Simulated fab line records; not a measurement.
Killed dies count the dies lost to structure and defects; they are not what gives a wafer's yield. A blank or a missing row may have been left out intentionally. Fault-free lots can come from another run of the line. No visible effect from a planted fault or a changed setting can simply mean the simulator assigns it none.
Which tool did it?	flow sky130	38 wafers from 13 lots sampled at 2 of the route's 708 steps

## WHAT THE GAUGES SHOWED, per wafer
SKY_METAL1_CD_MEAS_15: target cd 140 nm. Usual: cd-nm at 140.3 nm, with a standard deviation of 1.6.
lot	measured	on	cd-nm (nm)	flag
L918	day 32 09:33	cd-sem-01	139.5 138.3 140.6	
L919	day 33 04:35	cd-sem-02	140.1 140.1 140.9	
L920	day 33 06:29	cd-sem-01	139.6 140.5 140.1	
L921	day 34 05:43	cd-sem-02	143.4 145.4 142.7	
L922	day 34 09:46	cd-sem-01	140.8 142.1 139.5	
L924	day 35 04:21	cd-sem-01	140.5 138.4 140.3	
L925	day 35 05:37	cd-sem-01	142.3 141.3 141.4	
L923	day 35 06:56	cd-sem-01	141.8 141.6 143.6	
L926	day 35 17:49	cd-sem-01	139.2 139.8 141.0	
L934	day 37 19:50	cd-sem-01	139.8 141.4	
L935	day 38 05:45	cd-sem-01	141.5 141.3 142.6	
L939	day 39 10:05	cd-sem-01	140.1 139.9 141.6	
L941	day 39 20:36	cd-sem-01	141.2 139.7 139.2	

SKY_VIA1_CD_MEAS_12: target cd 150 nm. Usual: cd-nm at 149.3 nm, with a standard deviation of 1.6.
lot	measured	on	cd-nm (nm)	flag
L918	day 33 13:15	cd-sem-02	147.0 148.8 147.7	
L919	day 34 08:32	cd-sem-01	148.3 150.4 149.4	
L920	day 34 10:35	cd-sem-01	148.8 148.5 147.3	
L921	day 35 10:37	cd-sem-02	148.8 149.9 147.6	
L922	day 35 14:30	cd-sem-02	147.6 147.7 147.8	
L924	day 36 09:08	cd-sem-02	148.0 151.1 148.9	
L925	day 36 09:30	cd-sem-01	149.2 151.3 151.2	
L923	day 36 10:58	cd-sem-01	153.0 152.2 152.2	
L926	day 36 21:40	cd-sem-02	152.1 152.2 153.5	
L934	day 38 22:55	cd-sem-02	150.3 149.9	
L935	day 39 08:11	cd-sem-01	148.6 148.4 148.6	
L939	day 40 12:14	cd-sem-01	149.5 149.0 147.7	
L941	day 40 22:29	cd-sem-01	150.7 148.3 149.2	

## WHAT TOOL EACH LOT RAN ON (gives the tool, then ch and the chambers of the sampled wafers, and finally the start)
The record holds no process step before these readings.

## AS READ BY THE TOOLS THEMSELVES (means over the sampled wafers that have a number; for cases with no such wafer, the mark the record gives instead)
The record holds no such reading with a usual standard deviation.

## THE ANSWER, worked out from the rows above alone
Rule: take the mean of a lot's wafers that have a number; if it is more than 3 standard deviations from the usual mean, the lot is off. Also off: a lot with no number at a reading for which 4 or more lots have one. Any other lot the step has rows for is counted as sound. Order of review: gauges by route order, followed by the tools' own readings, for which a lot's mean as printed above is used. The first step at which some lot is off is used, and at that step the reading that is off furthest; a lot without a number counts as furthest.
No lot is off on any of the readings shown, so nothing can be concluded from this.

## WHAT HAD BEEN PUT IN BY THE SIMULATOR
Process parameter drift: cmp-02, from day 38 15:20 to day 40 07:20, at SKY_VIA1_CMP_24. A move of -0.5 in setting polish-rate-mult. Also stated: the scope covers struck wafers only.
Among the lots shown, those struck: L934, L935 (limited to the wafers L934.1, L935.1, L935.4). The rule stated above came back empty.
